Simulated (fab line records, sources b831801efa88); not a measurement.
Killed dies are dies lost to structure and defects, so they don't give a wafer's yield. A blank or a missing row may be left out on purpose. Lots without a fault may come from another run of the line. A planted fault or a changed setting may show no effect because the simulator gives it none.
A struck lot beside a sound one | flow sky130 | 24 steps out of a route of 708
Sound: wafers L202.1, L202.3, L202.6. Struck: wafer L217.2. (L217.1, L217.5 of the same lot were not struck and are left out.) The cause comes at the end.
At each step with rows: each side's tool, then ch and its chambers, then its first start. Under that, the readings that differ: sound wafers | struck wafers | difference of the means | sigmas: that difference in standard deviations of wafers without a fault.
alike: readings whose means differ by less than 2 such deviations, and words and numbers that are the same on both sides. not compared: withheld readings, readings that some wafer has no value for, bounds like >300 that may hide the same value, and numbers for which the record gives no deviation and whose values overlap.
The two part at a step that has a row with sigmas, a row that says differs or no value, or rows on one side only. Numbers that don't overlap but have no deviation are shown without sigmas and don't part them. A reading that every wafer of one side lacks parts them only if that side has two wafers or more.

first, 4 steps without rows for these wafers: SKY_METAL5_SOFTBAKE_10 (time 60 s); SKY_METAL5_EXPOSE_11 (exposes mask MM5, target cd 1600 nm); SKY_METAL5_PEB_12; SKY_METAL5_DEVELOP_13 (develop time 60 s).
SKY_METAL5_DESCUM_14: chemistry O2, time 11 s.
  sound on rie_metal-01 ch 0, day 45 03:46; struck on rie_metal-02 ch 0, day 48 08:25
  alike: drypump_motor_current_A, oes_product_au
  not compared: rf_hours_counter_h
SKY_METAL5_METAL_ETCH_15: etches the open film in Cl2/BCl3, stops on SiO2, target depth 1260 nm, time 252 s.
  sound on rie_metal-01 ch 0, day 45 03:48; struck on rie_metal-02 ch 0, day 48 08:27
  alike: bias_w, drypump_motor_current_A, oes_product_au, throttle_valve_pct
  not compared: rf_hours_counter_h
SKY_METAL5_STRIP_16: strips in O2/N2.
  sound on plasma_asher-03 ch 0,1, day 45 04:02; struck on plasma_asher-03 ch 0, day 48 08:41
  alike: drypump_motor_current_A, oes_product_au, strip_time_to_endpoint_s
  not compared: rf_hours_counter_h
then, 3 steps without rows for these wafers: SKY_METAL5_STRIP_17 (strips in post etch residue remover, time 1200 s); SKY_METAL5_CLEAN_18 (cleans in IPA, time 180 s); SKY_METAL5_CLEAN_19 (cleans in O3/DIW).
SKY_PASSIVATION_CVD_00: deposits SiO2, target thk 90 nm.
  sound on pecvd-01 ch 0,2, day 45 04:40; struck on pecvd-03 ch 2, day 48 09:19
  alike: heater_power_outer_w, heater_power_w
SKY_PASSIVATION_THK_MEAS_01:
  sound on film_metro-03, day 45 04:41; struck on film_metro-01, day 48 09:20
  reading                     | sound          | struck | difference | sigmas
  PASSIVATION_CVD_00_THK (nm) | 86.1 87.2 88.7 | 89.9   | +2.6       | +2
SKY_PASSIVATION_CVD_02: deposits Si3N4, target thk 540 nm.
  sound on pecvd-04 ch 0,1,2, day 45 04:45; struck on pecvd-01 ch 2, day 48 09:23
  reading                                       | sound           | struck | difference | sigmas
  heater_power_w (W)                            | 660 865 691     | 555    | -184       | -2
  model.Si3N4_of_PASSIVATION_CVD_02.thk_nm (nm) | 532.6 521.8 535 | 834.1  | +304.3     |
SKY_PASSIVATION_THK_MEAS_03:
  sound on film_metro-01, day 45 04:59; struck on film_metro-02, day 48 09:38
  reading                     | sound       | struck | difference | sigmas
  PASSIVATION_CVD_02_THK (nm) | 533 522 535 | 834    | +304       | +47
then, 7 steps without rows for these wafers: SKY_PASSIVATION_DEHYDRATE_04 (time 60 s); SKY_PASSIVATION_HMDS_05 (prime time 60 s); SKY_PASSIVATION_COAT_06 (resist thk 3000 nm); SKY_PASSIVATION_SOFTBAKE_07; SKY_PASSIVATION_EXPOSE_08 (exposes mask NSM, target cd 3000 nm); SKY_PASSIVATION_PEB_09; SKY_PASSIVATION_DEVELOP_10 (develop time 60 s).
SKY_PASSIVATION_ETCH_11: etches the open film in CF4/O2, stops on AlCu, target depth 725 nm, time 161.1 s.
  sound on rie_diel-04 ch 0,3, day 46 00:45; struck on rie_diel-02 ch 1, day 49 03:53
  reading                                 | sound             | struck | difference | sigmas
  oes_product_au (a.u.)                   | 0.965 0.958 0.963 | 0.988  | +0.026     | +4
  model.etch.depth_nm (nm)                | 693.9 683.9 698.4 | 710.7  | +18.6      |
  model.PASSIVATION.feature_depth_nm (nm) | 693.9 683.9 698.4 | 710.7  | +18.6      |
  alike: O2_flow_sccm, bias_w, drypump_motor_current_A, throttle_valve_pct
  not compared: rf_hours_counter_h
SKY_PASSIVATION_STRIP_12: strips in O2/N2.
  sound on plasma_asher-01 ch 0,1, day 46 00:52; struck on plasma_asher-02 ch 0, day 49 04:00
  alike: drypump_motor_current_A, oes_product_au, strip_time_to_endpoint_s
  not compared: rf_hours_counter_h
SKY_PAD_OPEN_PROBE_99:
  sound on prober-02, day 46 22:32; struck on prober-02, day 50 00:20
  reading                  | sound          | struck | difference | sigmas
  defect_limited_yield (%) | 83.7 80.7 83.1 | 0      | -82        | -43
  killed_at_front_end      | 19 15 22       | 7      | -12        | -3
  killed_at_other          | 0 2 1          | 417    | +416       | +99 or more
  killed_dies              | 80 95 83       | 492    | +406       | +43
  killed_on_rim            | 14 15 16       | 96     | +81        | +20
  sort_bin_5_function (%)  | 10.8 10.4 10.8 | 93.3   | +82.6      | +59
  sort_n_pass              | 412 397 409    | 0      | -406       | -43
  sort_yield_pct (%)       | 83.7 80.7 83.1 | 0      | -82        | -43
  alike: killed_at_M0_to_M3, killed_at_M4_up, killed_at_contacts, killed_open, killed_short, sort_bin_3_pad_short, sort_bin_6_memory

WHERE THEY PART
First at SKY_PASSIVATION_THK_MEAS_01; last, within this record, at SKY_PAD_OPEN_PROBE_99.

WHY: what the simulator had put in
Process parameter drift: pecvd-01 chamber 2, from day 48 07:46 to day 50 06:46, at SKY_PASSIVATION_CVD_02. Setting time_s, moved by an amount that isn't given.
